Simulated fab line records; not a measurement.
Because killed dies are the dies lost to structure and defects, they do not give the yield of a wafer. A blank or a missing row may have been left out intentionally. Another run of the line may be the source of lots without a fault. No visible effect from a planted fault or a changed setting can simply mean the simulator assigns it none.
2 desks, one fault + flow sky130 + each desk holds nothing but its own numbers, with what lay behind them at the end

## AT THE METROLOGY DESK
What the gauges read for every lot (on any tool): the sampled wafers with a number, averaged. Marked OUT: a lot whose mean sits more than 4 standard deviations from the usual mean, which makes it out of limits; the brackets give that distance.
Columns: A = VT_ADJUST_PCH_TW at SKY_VT_ADJUST_PCH_TW_MEAS_10, usual 142.8; B = cd-nm at SKY_LOCAL_INTERCONNECT_CD_MEAS_11, usual 170.7 nm
| lot  | first seen here | A               | B     |
|------|-----------------|-----------------|-------|
| L384 | day 10 09:51    | 143.4           | 169.5 |
| L385 | day 10 12:08    | 141.5           | 168.6 |
| L386 | day 10 22:32    | 141.0           | 171.3 |
| L389 | day 12 23:37    | 128.3 (-17) OUT | 170.3 |
| L392 | day 13 04:04    | 128.2 (-17) OUT | 169.9 |
| L398 | day 15 08:00    | 143.4           | 169.9 |
| L399 | day 15 23:43    | 141.9           | 170.9 |
| L402 | day 16 15:10    | 142.7           | 168.0 |
| L400 | day 16 15:21    | 141.8           | 171.3 |
| L401 | day 16 16:25    | 142.1           | 171.8 |
| L403 | day 17 06:13    | 143.7           | 171.6 |
| L405 | day 17 19:01    | 142.5           | 170.9 |
This desk's finding: out of limits on L389, L392; first on L389, day 12 23:37 (VT_ADJUST_PCH_TW at SKY_VT_ADJUST_PCH_TW_MEAS_10). In limits: L384, L385, L386, L398, L399, L402, L400, L401, L403, L405.

## DESK OF THE TOOL OWNER: implanter-03
The tool's own readings at SKY_VT_ADJUST_PCH_IMPLANT_08: means of the sampled wafers that have a number, for each lot that ran on this tool. Marked OUT: a lot whose mean sits more than 4 standard deviations from the usual mean, which makes it out of limits; the brackets give that distance.
Columns: A = beam-energy-keV at SKY_VT_ADJUST_PCH_IMPLANT_08, usual 9.999; B = dose-ions-cm2 at SKY_VT_ADJUST_PCH_IMPLANT_08, usual 5e+11; C = faraday-current-uA at SKY_VT_ADJUST_PCH_IMPLANT_08, usual 2.82
| lot  | first seen here | A      | B                       | C              |
|------|-----------------|--------|-------------------------|----------------|
| L385 | day 10 11:55    | 9.998  | 5e+11                   | 2.89           |
| L389 | day 12 23:22    | 10.000 | 3e+11 (-99 or more) OUT | 1.83 (-17) OUT |
| L392 | day 13 03:49    | 10.004 | 3e+11 (-99 or more) OUT | 1.86 (-16) OUT |
| L399 | day 15 23:29    | 9.998  | 5e+11                   | 2.79           |
| L403 | day 17 05:59    | 9.998  | 5e+11                   | 2.85           |
| L405 | day 17 18:48    | 9.997  | 5e+11                   | 2.81           |
This desk finds L389, L392 out of limits, L389 being first, at day 12 23:22 (dose-ions-cm2 at SKY_VT_ADJUST_PCH_IMPLANT_08). In limits: L385, L399, L403, L405.

## BROUGHT TOGETHER
The tool owner's desk had the chance to raise an alarm at day 12 23:22 on L389, L392.
The metrology desk could have raised an alarm at day 12 23:37, on L389, L392.
SKY_VT_ADJUST_PCH_IMPLANT_08 was run on implanter-03 by each of the lots named.

## WHAT WAS PUT IN BY THE SIMULATOR
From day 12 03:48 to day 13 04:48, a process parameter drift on implanter-03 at SKY_VT_ADJUST_PCH_IMPLANT_08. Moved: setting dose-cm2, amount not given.
Struck lots among those shown: L389, L392.
Hours from the fault's start to each desk's first reading out of limits: the tool owner's desk, 20; the metrology desk, 20.
